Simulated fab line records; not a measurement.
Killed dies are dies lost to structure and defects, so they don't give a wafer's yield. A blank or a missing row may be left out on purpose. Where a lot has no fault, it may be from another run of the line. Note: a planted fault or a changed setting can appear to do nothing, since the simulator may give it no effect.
The same fault as seen by 2 desks	flow sky130	each desk has only its own numbers; what lay behind them comes last

== FOR THE TOOL OWNER'S DESK: implanter-03 ==
The tool's own readings at SKY_VT_ADJUST_HVTR_IMPLANT_09, given as means over the sampled wafers that have a number, one for each lot that went through this tool. Marked OUT: a lot whose mean sits more than 4 standard deviations from the usual mean, which makes it out of limits; the brackets give that distance.
Columns: A = beam-on-s at SKY_VT_ADJUST_HVTR_IMPLANT_09, usual 10.01 s; B = dose-ions-cm2 at SKY_VT_ADJUST_HVTR_IMPLANT_09, usual 2.1003e+12; C = faraday-current-uA at SKY_VT_ADJUST_HVTR_IMPLANT_09, usual 11.83
lot	first seen here	A	B	C
L121	day 9 11:37	10.09	2.0985e+12	11.72
L125	day 10 18:04	10.04	2.1007e+12	11.77
L127	day 11 05:12	10.03	2.1008e+12	11.79
L132	day 12 19:14	8.89 (-5.9) OUT	2.1026e+12	13.58 (+7.6) OUT
L133	day 13 03:16	8.98 (-5.4) OUT	2.1022e+12	13.52 (+7.3) OUT
L134	day 13 08:49	7.75 (-12) OUT	2.0976e+12	15.29 (+15) OUT
L144	day 16 16:18	10.11	2.1024e+12	11.70
This desk's finding: out of limits on L132, L133, L134; first on L132, day 12 19:14 (beam-on-s at SKY_VT_ADJUST_HVTR_IMPLANT_09). L121, L125, L127, L144: within limits.

== THE METROLOGY DESK ==
What the gauges read for every lot (on any tool): the sampled wafers with a number, averaged. Marked OUT: a lot whose mean sits more than 4 standard deviations from the usual mean, which makes it out of limits; the brackets give that distance.
Columns: A = VT_ADJUST_HVTR_TW at SKY_VT_ADJUST_HVTR_TW_MEAS_11, usual 211.1
lot	first seen here	A
L121	day 9 11:52	210.0
L122	day 9 19:35	211.9
L123	day 10 06:23	212.2
L124	day 10 12:32	213.1
L125	day 10 18:19	212.2
L127	day 11 05:26	211.7
L132	day 12 19:28	202.3 (-5.2) OUT
L133	day 13 03:31	204.6
L134	day 13 09:04	195.7 (-9.1) OUT
L139	day 15 02:29	211.3
L140	day 15 07:37	208.4
L141	day 15 13:28	213.2
L142	day 16 00:51	209.9
L143	day 16 05:16	209.7
L144	day 16 16:32	210.1
This desk's result: L132, L134 out of limits, first on L132 (VT_ADJUST_HVTR_TW at SKY_VT_ADJUST_HVTR_TW_MEAS_11), day 12 19:28. L121, L122, L123, L124, L125, L127, L133, L139, L140, L141, L142, L143, L144: within limits.

== PUT TOGETHER ==
The tool owner's desk had the chance to raise an alarm at day 12 19:14 on L132, L133, L134.
On L132, L134, the metrology desk was in a position to raise an alarm at day 12 19:28.
The metrology desk has L133 on record, within its limits.
All the named lots went through SKY_VT_ADJUST_HVTR_IMPLANT_09 on implanter-03.

== WHAT THE SIMULATOR PUT IN ==
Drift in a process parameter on implanter-03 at SKY_VT_ADJUST_HVTR_IMPLANT_09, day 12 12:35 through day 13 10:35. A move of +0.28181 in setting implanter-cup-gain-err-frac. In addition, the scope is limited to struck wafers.
Lots struck among those shown: L132, L133, L134.
Hours from the fault's start to each desk's first reading out of limits: the tool owner's desk, 7; the metrology desk, 7.
